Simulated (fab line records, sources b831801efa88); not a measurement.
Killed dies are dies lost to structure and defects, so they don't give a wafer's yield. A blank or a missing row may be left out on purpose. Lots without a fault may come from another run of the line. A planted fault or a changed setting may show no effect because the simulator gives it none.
Which tool did it? | flow sfq_line | 7 lots, 21 wafers sampled, at 5 steps of a route of 325

WHAT THE GAUGES READ, wafer by wafer
SFQ_R5_RS_MEAS_933: measures by four-point-probe.
lot  | measured     | on            | R5_MONX_RS (ohm/sq)
L985 | day 55 06:22 | film_metro-03 | 6.96 6.97 6.95
L988 | day 58 14:40 | film_metro-04 | 7.10 7.10 7.14
L990 | day 59 01:26 | film_metro-03 | 6.97 6.88 6.97
L992 | day 61 07:42 | film_metro-04 | 6.94 6.98 6.90
L100 | day 62 04:43 | film_metro-03 | 6.87 6.86 6.88
L103 | day 62 22:46 | film_metro-03 | 7.02 11.07 6.97
L107 | day 63 13:44 | film_metro-04 | 6.98 7.05 7.02

WHICH TOOL RAN EACH LOT (tool, then ch and the chambers of the sampled wafers, then the start)
lot  | SFQ_TRILAYER_I1_CMP_CMP_046   | SFQ_TRILAYER_JJ_TRILAYER_DEP_SPUTTER_109 | SFQ_TRILAYER_M5_ETCH_METAL_ETCH_126 | SFQ_TRILAYER_R5_DEP_SPUTTER_133
L985 | cmp-02 ch 2,3, day 15 19:28   | pvd_sputter-06, day 44 04:53             | rie_metal-02 ch 0, day 55 01:01     | pvd_sputter-04, day 55 06:17
L988 | cmp-02 ch 1,2, day 17 06:38   | pvd_sputter-06, day 47 12:10             | rie_metal-03 ch 0,1, day 58 09:17   | pvd_sputter-03, day 58 14:34
L990 | cmp-01 ch 1,2,3, day 17 15:03 | pvd_sputter-06, day 47 21:46             | rie_metal-03 ch 0,1, day 58 20:05   | pvd_sputter-05, day 59 01:22
L992 | cmp-02 ch 0,1, day 18 06:08   | pvd_sputter-03, day 50 08:28             | rie_metal-03 ch 0,1, day 61 02:20   | pvd_sputter-05, day 61 07:37
L100 | cmp-02 ch 0,1,3, day 20 15:38 | pvd_sputter-03, day 51 00:35             | rie_metal-02 ch 0,1, day 61 20:27   | pvd_sputter-04, day 62 04:39
L103 | cmp-02 ch 1,2, day 21 15:38   | pvd_sputter-05, day 51 06:36             | rie_metal-03 ch 0,1, day 62 04:55   | pvd_sputter-03, day 62 22:39
L107 | cmp-02 ch 0,2,3, day 22 21:38 | pvd_sputter-05, day 51 12:35             | rie_metal-01 ch 0,1, day 62 12:03   | pvd_sputter-04, day 63 13:39
- SFQ_TRILAYER_I1_CMP_CMP_046: polishes SiO2.
- SFQ_TRILAYER_JJ_TRILAYER_DEP_SPUTTER_109: material Nb, target thk 150 nm, time 100 s.
- SFQ_TRILAYER_M5_ETCH_METAL_ETCH_126: etches Nb in Cl2/BCl3, stops on SiO2, time 203.2 s, target depth 265 nm.
- SFQ_TRILAYER_R5_DEP_SPUTTER_133: material MoNx, target thk 40 nm, time 66.7 s.

THE ANSWER, worked out from the rows above alone
Rule: what is usual is taken from the lots themselves. Put in order of their means at a reading, lots are off if they are a third of the lots or fewer, leave a main group of 4 or more, and stand apart from it by a gap of 3 or more times the standard deviation of the main group's means; of several such gaps the widest counts. A main group whose means are all the same, to the digits that the tables above print for the reading, isn't used. A lot without any number at a reading at which 4 lots or more have one is off too. The other lots that the step has rows for count as sound.
Off: L103, at SFQ_R5_RS_MEAS_933 (R5_MONX_RS). The main group: mean 6.97 ohm/sq, standard deviation 0.076.
A tool fits if, at a process step before that reading, it ran every lot that is off, and no sound lot after the first of them. The gauges at SFQ_R5_RS_MEAS_933 are tried like those tools. Can't be told from this: 3 tools fit, rie_metal-03 at SFQ_TRILAYER_M5_ETCH_METAL_ETCH_126, pvd_sputter-03 at SFQ_TRILAYER_R5_DEP_SPUTTER_133, film_metro-03 at SFQ_R5_RS_MEAS_933.

WHAT THE SIMULATOR HAD PUT IN
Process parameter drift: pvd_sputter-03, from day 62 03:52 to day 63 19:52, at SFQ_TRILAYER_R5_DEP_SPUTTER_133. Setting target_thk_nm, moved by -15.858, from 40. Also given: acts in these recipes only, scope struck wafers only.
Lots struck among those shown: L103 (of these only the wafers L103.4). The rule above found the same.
